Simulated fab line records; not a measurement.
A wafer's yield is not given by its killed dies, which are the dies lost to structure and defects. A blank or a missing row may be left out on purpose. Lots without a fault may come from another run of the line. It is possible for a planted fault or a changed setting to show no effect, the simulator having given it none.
Code-filled problem report in 8D (eight disciplines) form / flow gf180mcu / the parts of the form that need people (team, actions taken, sign-off) are left out

## 1. PROBLEM STATEMENT
Wafers free of any fault read 0.0329 ohm/sq (standard deviation 0.00033) for TOP_METAL_ALCU_RS at GF_TOP_METAL_RS_MEAS_05, against a mean of 0.0531 ohm/sq on 4 wafers of 3 lots. Measured from the usual mean, that is +61 standard deviations.
The step: measures by four-point-probe.
Seen first at day 30 07:15 on film metro-02, wafer L587.3. The record has a number at this step for 34 wafers belonging to 12 lots. Rule for "out", or "out of limits": more than 4 standard deviations from the usual mean. The rest of the wafers with a number are treated as sound.

## 2. WHAT IT IS AND WHAT IT IS NOT
question=which readings at this step | is=TOP_METAL_ALCU_RS | is not=-
question=which lots | is=L587, L591, L593 | is not=L578, L581, L582, L583, L584, L590, L595, L596, L600
question=which wafers of those lots | is=L587.3, L591.2, L593.2, L593.3 | is not=L587.1, L587.6, L591.6
question=read on which gauges | is=film metro-02, film metro-04 | is not=film metro-03
question=when | is=from day 30 07:15 | is not=up to then (17 sound wafers); but 13 sound wafers of L590, L591, L595, L596, L600 came after

## 3. WHAT RULES OUT EACH SUSPECT
Counting: any tool at a process step up to the reading remains a suspect provided it ran every lot that is out. Sound lots after the first of them don't rule it out here, since some wafers of a struck lot are sound.
- ruled out: the gauge at GF_TOP_METAL_RS_MEAS_05. 2 gauges (film metro-02, film metro-04) read the wafers that are out.
- pvd sputter-01 at GF_TOP_METAL_SPUTTER_02 (material AlCu, target thk 900 nm, time 47.82 s): kept. It ran every lot that is out, first L587 (day 30 07:10); its last sound lot up to then is L584 (day 29 08:02).
Left after counting: pvd sputter-01 at GF_TOP_METAL_SPUTTER_02.

## 4. THE CAUSE (what the simulator had put in)
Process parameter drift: pvd sputter-01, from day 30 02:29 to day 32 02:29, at GF_TOP_METAL_SPUTTER_02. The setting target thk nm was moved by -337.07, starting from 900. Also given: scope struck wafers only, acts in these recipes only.
This tool alone remained once counting was done.

## 5. THE CHAIN OF EFFECTS, in route order
Rows list readings where the struck wafers' mean (over those with a number) sits beyond 3 standard deviations from the usual. Scope: only readings with a usual standard deviation given in the record; hours: median across lots of the time from each lot's start at the first step in this table that gives one to its start at this step; sigmas: change in usual standard deviations.
hours=0; step=GF_TOP_METAL_RS_MEAS_05; reading=TOP_METAL_ALCU_RS; usual=0.0329 ohm/sq; on struck wafers=0.0531; change=+0.0202; sigmas=+61
hours=0; step=GF_TOP_METAL_THK_MEAS_06; reading=TOP_METAL_ALCU_THK; usual=911 nm; on struck wafers=569; change=-342; sigmas=-31
Later steps that measure or inspect, where all struck wafers having a row at the step show a number for every such reading and not one has moved that far: GF_PASSIVATION_THK_MEAS_03.

## 6. WHAT WOULD HAVE CAUGHT IT SOONER
The first out-of-limits reading at a measuring or inspecting step in this record came at day 30 07:15, 5 hours after the fault's start at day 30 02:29.
No tool reading at GF_TOP_METAL_SPUTTER_02 that has a usual standard deviation in the record was out on any struck wafer, so an alarm limit of 4 standard deviations on those readings would not have fired.
Of the lots that are out (3), L593, L591 began GF_TOP_METAL_SPUTTER_02 on pvd sputter-01 after day 30 07:15. A hold on the tool at that time would have spared those 2.
